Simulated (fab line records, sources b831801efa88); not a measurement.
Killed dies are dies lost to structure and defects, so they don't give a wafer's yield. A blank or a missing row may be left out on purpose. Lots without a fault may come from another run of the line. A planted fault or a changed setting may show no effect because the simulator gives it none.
A struck lot beside a sound one | flow sky130 | 22 steps out of a route of 708
Sound: wafers L963.1, L963.2, L963.5. Struck: wafers L979.1, L979.3, L979.5. The cause comes at the end.
At each step with rows: each side's tool, then ch and its chambers, then its first start. Under that, the readings that differ: sound wafers | struck wafers | difference of the means | sigmas: that difference in standard deviations of wafers without a fault.
alike: readings whose means differ by less than 2 such deviations, and words and numbers that are the same on both sides. not compared: withheld readings, readings that some wafer has no value for, bounds like >300 that may hide the same value, and numbers for which the record gives no deviation and whose values overlap.
The two part at a step that has a row with sigmas, a row that says differs or no value, or rows on one side only. Numbers that don't overlap but have no deviation are shown without sigmas and don't part them. A reading that every wafer of one side lacks parts them only if that side has two wafers or more.

first, 1 step without rows for these wafers: SKY_POLY_GATE_OXIDATION_20 (stabilise 600 s, purge 300 s, target thk 4 nm).
SKY_POLY_GATE_THK_MEAS_21:
  sound on film_metro-03, day 18 10:30; struck on film_metro-04, day 24 10:07
  alike: POLY_GATE_OXIDATION_THK
SKY_POLY_GATE_CD_MEAS_22:
  sound on cd_sem-01, day 18 10:34; struck on cd_sem-02, day 24 10:11
  alike: cd_nm
then, 7 steps without rows for these wafers: SKY_LDD_N_DEHYDRATE_00 (time 60 s); SKY_LDD_N_HMDS_01 (prime time 60 s); SKY_LDD_N_COAT_02 (resist thk 300 nm); SKY_LDD_N_SOFTBAKE_03 (time 60 s); SKY_LDD_N_EXPOSE_04 (exposes mask NTM, target cd 840 nm); SKY_LDD_N_PEB_05; SKY_LDD_N_DEVELOP_06 (develop time 60 s).
SKY_LDD_N_OVL_MEAS_07:
  sound on overlay-01, day 19 16:58; struck on overlay-01, day 25 15:23
  alike: LDD_N_OVL
then, 1 step without rows for these wafers: SKY_LDD_N_IMPLANT_08.
SKY_LDD_N_IMPLANT_09:
  sound on implanter-04 ch 0, day 19 17:10; struck on implanter-04 ch 0, day 25 15:34
  reading            | sound                         | struck                       | difference | sigmas
  beam_on_s (s)      | 9.98 10.16 10.39              | 12.17 12.22 12.33            | +2.06      | +10
  dose_ions_cm2      | 7.497e+13 7.496e+13 7.494e+13 | 1.15e+14 1.1506e+14 1.15e+14 | +4.01e+13  | +99 or more
  faraday_current_uA | 424 416 408                   | 534 531 526                  | +114       | +13
then, 6 steps without rows for these wafers: SKY_LDD_N_IMPLANT_10; SKY_LDD_N_IMPLANT_11; SKY_LDD_N_IMPLANT_12; SKY_LDD_N_IMPLANT_13; SKY_LDD_N_IMPLANT_14; SKY_LDD_N_IMPLANT_15.
SKY_LDD_N_STRIP_16: strips in O2/N2.
  sound on plasma_asher-02 ch 0,1, day 19 18:13; struck on plasma_asher-02 ch 0,1, day 25 16:37
  reading                      | sound             | struck            | difference | sigmas
  strip_time_to_endpoint_s (s) | 4.331 4.338 4.332 | 4.425 4.435 4.421 | +0.093     | +8
  alike: drypump_motor_current_A, oes_product_au
  not compared: rf_hours_counter_h
SKY_LDD_N_TW_MEAS_17:
  sound on film_metro-02, day 19 18:19; struck on film_metro-03, day 25 16:43
  alike: LDD_N_TW
-- the record jumps here: 25 days lie between the struck wafers' starts before and after (it left off in module LDD_N and takes up again in module PAD_OPEN, whose first step shown is number 708 of the route) --
SKY_PAD_OPEN_PROBE_99:
  sound on prober-01, day 47 03:29; struck on prober-02, day 50 15:06
  reading                     | sound             | struck            | difference | sigmas
  killed_at_M0_to_M3          | 36 27 39          | 62 42 54          | +19        | +2
  killed_dies                 | 80 70 75          | 112 84 104        | +25        | +2
  model.etest.tip_n.rs_ohm_sq | 439.5 437.2 436.4 | 407.1 406.8 407.7 | -30.5      |
  alike: killed_at_M4_up, killed_at_contacts, killed_at_front_end, killed_at_other, killed_open, killed_short

WHERE THEY PART
First at SKY_LDD_N_IMPLANT_09; last, within this record, at SKY_PAD_OPEN_PROBE_99.

WHY: what the simulator had put in
Process parameter drift: implanter-04, from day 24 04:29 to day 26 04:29, at SKY_LDD_N_IMPLANT_09. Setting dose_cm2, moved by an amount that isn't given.
